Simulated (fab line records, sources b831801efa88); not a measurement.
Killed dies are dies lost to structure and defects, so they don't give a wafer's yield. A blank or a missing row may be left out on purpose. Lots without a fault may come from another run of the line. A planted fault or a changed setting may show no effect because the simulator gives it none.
One fault seen from 2 desks | flow sky130 | each desk has only its own numbers; what lay behind them comes last

THE TOOL OWNER'S DESK: rie_si-02
The tool's own readings at SKY_FIELD_ISO_ETCH_17 (etches Si in HBr/Cl2/O2, target depth 342 nm, time 97.7 s): means of the sampled wafers that have a number, for each lot that ran on this tool. A lot is out of limits, marked OUT, if its mean lies more than 4 standard deviations from the usual mean; the brackets give that distance.
Columns: A = drypump_motor_current_A at SKY_FIELD_ISO_ETCH_17, usual 5.5 A; B = oes_product_au at SKY_FIELD_ISO_ETCH_17, usual 1.000 a.u.; C = run_length_s at SKY_FIELD_ISO_ETCH_17, usual 126.1 s; D = throttle_valve_pct at SKY_FIELD_ISO_ETCH_17, usual 25.656 %
lot  | first seen here | A   | B     | C                | D
L808 | day 4 09:29     | 5.2 | 1.001 | 126.0            | 25.660
L812 | day 5 08:01     | 5.2 | 1.002 | 128.5 (+7.3) OUT | 25.656
L815 | day 5 22:29     | 5.1 | 1.003 | 128.6 (+7.6) OUT | 25.656
This desk's finding: out of limits on L812, L815; first on L812, day 5 08:01 (run_length_s at SKY_FIELD_ISO_ETCH_17). In limits: L808.

THE METROLOGY DESK
What the gauges read, lot by lot, whatever tool the lot ran on: means of the sampled wafers that have a number. A lot is out of limits, marked OUT, if its mean lies more than 4 standard deviations from the usual mean; the brackets give that distance.
Columns: A = cd_nm at SKY_FIELD_ISO_CD_MEAS_13, usual 150.5 nm
lot  | first seen here | A
L799 | day 2 08:26     | 149.6
L808 | day 4 09:11     | 151.1
L812 | day 5 07:43     | 150.2
L815 | day 5 22:13     | 151.1
L817 | day 6 20:13     | 151.1
L821 | day 7 06:25     | 149.0
This desk's finding: nothing out of limits on any of the 6 lots.

PUT TOGETHER
The tool owner's desk could have raised an alarm at day 5 08:01, on L812, L815.
The metrology desk saw nothing out of limits.
The metrology desk has L812, L815 on record, within its limits.
Of the lots named, all ran SKY_FIELD_ISO_ETCH_17 on rie_si-02.

WHAT THE SIMULATOR HAD PUT IN
Process parameter drift: rie_si-02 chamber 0, from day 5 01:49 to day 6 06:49, at SKY_FIELD_ISO_ETCH_17. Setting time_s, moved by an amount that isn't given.
Lots struck among those shown: L812, L815.
Hours from the fault's start to each desk's first reading out of limits: the tool owner's desk, 6.
